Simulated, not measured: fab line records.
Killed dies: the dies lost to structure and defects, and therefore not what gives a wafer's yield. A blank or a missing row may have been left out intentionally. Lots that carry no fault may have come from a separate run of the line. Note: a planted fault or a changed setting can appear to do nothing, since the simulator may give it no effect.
What tool caused it? :: flow sfqLine :: 14 lots, 42 wafers sampled, at 1 step of a route of 325

== WHAT THE GAUGES READ, wafer by wafer ==
The record lacks any reading of a measuring or inspecting step that a usual standard deviation could be used to judge.

== WHICH TOOL RAN EACH LOT (tool, then ch and the chambers of the sampled wafers, then the start) ==
lot: L480
SFQ_TRILAYER_I2_VIA_ETCH_VIA_ETCH_070: rieDiel-01 ch 2,3, day 21 09:43

lot: L482
SFQ_TRILAYER_I2_VIA_ETCH_VIA_ETCH_070: rieDiel-01 ch 0,1,2, day 22 12:07

lot: L483
SFQ_TRILAYER_I2_VIA_ETCH_VIA_ETCH_070: rieDiel-02 ch 0,3, day 22 21:43

lot: L485
SFQ_TRILAYER_I2_VIA_ETCH_VIA_ETCH_070: rieDiel-04 ch 0,1,3, day 23 15:28

lot: L486
SFQ_TRILAYER_I2_VIA_ETCH_VIA_ETCH_070: rieDiel-01 ch 0,2, day 24 05:52

lot: L490
SFQ_TRILAYER_I2_VIA_ETCH_VIA_ETCH_070: rieDiel-04 ch 1,3, day 26 19:02

lot: L491
SFQ_TRILAYER_I2_VIA_ETCH_VIA_ETCH_070: rieDiel-04 ch 1,2,3, day 26 23:54

lot: L492
SFQ_TRILAYER_I2_VIA_ETCH_VIA_ETCH_070: rieDiel-02 ch 0,1,3, day 27 11:50

lot: L494
SFQ_TRILAYER_I2_VIA_ETCH_VIA_ETCH_070: rieDiel-02 ch 0,2,3, day 27 19:02

lot: L497
SFQ_TRILAYER_I2_VIA_ETCH_VIA_ETCH_070: rieDiel-02 ch 2,3, day 29 01:16

lot: L498
SFQ_TRILAYER_I2_VIA_ETCH_VIA_ETCH_070: rieDiel-01 ch 0,3, day 29 09:46

lot: L499
SFQ_TRILAYER_I2_VIA_ETCH_VIA_ETCH_070: rieDiel-02 ch 0,2, day 29 16:58

lot: L501
SFQ_TRILAYER_I2_VIA_ETCH_VIA_ETCH_070: rieDiel-01 ch 1,2,3, day 30 06:10

lot: L503
SFQ_TRILAYER_I2_VIA_ETCH_VIA_ETCH_070: rieDiel-04 ch 0,1,3, day 31 04:46
- SFQ_TRILAYER_I2_VIA_ETCH_VIA_ETCH_070: etches SiO2 in CHF3, stops on Nb, target depth 260 nm.

== AS READ BY THE TOOLS THEMSELVES (means over the sampled wafers that have a number; for cases with no such wafer, the mark the record gives instead) ==
SFQ_TRILAYER_I2_VIA_ETCH_VIA_ETCH_070. Usual: drypumpMotorCurrentA 5.6 A, standard deviation 0.39; oesProductAu 0.856 a.u., standard deviation 0.0048; rfFwdPowerW 498.1 W, standard deviation 1.6.
lot: L480
tool: rieDiel-01
drypumpMotorCurrentA (A): 5.8
oesProductAu (a.u.): 0.859
rfFwdPowerW (W): 499.6
flag: 

lot: L482
tool: rieDiel-01
drypumpMotorCurrentA (A): 5.6
oesProductAu (a.u.): 0.854
rfFwdPowerW (W): 497.3
flag: 

lot: L483
tool: rieDiel-02
drypumpMotorCurrentA (A): 5.3
oesProductAu (a.u.): 0.856
rfFwdPowerW (W): 499.3
flag: 

lot: L485
tool: rieDiel-04
drypumpMotorCurrentA (A): 5.3
oesProductAu (a.u.): 0.859
rfFwdPowerW (W): 498.5
flag: 

lot: L486
tool: rieDiel-01
drypumpMotorCurrentA (A): 5.4
oesProductAu (a.u.): 0.855
rfFwdPowerW (W): 498.0
flag: 

lot: L490
tool: rieDiel-04
drypumpMotorCurrentA (A): 5.5
oesProductAu (a.u.): 0.857
rfFwdPowerW (W): 576.6
flag: OFF

lot: L491
tool: rieDiel-04
drypumpMotorCurrentA (A): 5.6
oesProductAu (a.u.): 0.855
rfFwdPowerW (W): 580.1
flag: OFF

lot: L492
tool: rieDiel-02
drypumpMotorCurrentA (A): 5.4
oesProductAu (a.u.): 0.852
rfFwdPowerW (W): 497.9
flag: 

lot: L494
tool: rieDiel-02
drypumpMotorCurrentA (A): 5.7
oesProductAu (a.u.): 0.857
rfFwdPowerW (W): 496.4
flag: 

lot: L497
tool: rieDiel-02
drypumpMotorCurrentA (A): 5.6
oesProductAu (a.u.): 0.852
rfFwdPowerW (W): 498.5
flag: 

lot: L498
tool: rieDiel-01
drypumpMotorCurrentA (A): 5.4
oesProductAu (a.u.): 0.856
rfFwdPowerW (W): 499.0
flag: 

lot: L499
tool: rieDiel-02
drypumpMotorCurrentA (A): 6.1
oesProductAu (a.u.): 0.850
rfFwdPowerW (W): 496.9
flag: 

lot: L501
tool: rieDiel-01
drypumpMotorCurrentA (A): 5.8
oesProductAu (a.u.): 0.858
rfFwdPowerW (W): 497.2
flag: 

lot: L503
tool: rieDiel-04
drypumpMotorCurrentA (A): 5.2
oesProductAu (a.u.): 0.856
rfFwdPowerW (W): 497.3
flag: 

== THE ANSWER, worked out from the rows above alone ==
Rule: take the mean of a lot's wafers that have a number; if it is more than 3 standard deviations from the usual mean, the lot is off. Also off: a lot with no number at a reading for which 4 or more lots have one. Where the step has rows for the other lots, those lots are counted as sound. First the gauges in route order, then the tools' own readings, where a lot's mean is used as printed above. The first step at which some lot is off is used, and at that step the reading that is off furthest; a lot without a number counts as furthest.
Off: L490, L491 (SFQ_TRILAYER_I2_VIA_ETCH_VIA_ETCH_070, rfFwdPowerW).
A tool fits if, at that step or a process step before it, it ran every lot that is off, and no sound lot after the first of them. Not one of the candidates tried fits.

== WHAT WAS PUT IN BY THE SIMULATOR ==
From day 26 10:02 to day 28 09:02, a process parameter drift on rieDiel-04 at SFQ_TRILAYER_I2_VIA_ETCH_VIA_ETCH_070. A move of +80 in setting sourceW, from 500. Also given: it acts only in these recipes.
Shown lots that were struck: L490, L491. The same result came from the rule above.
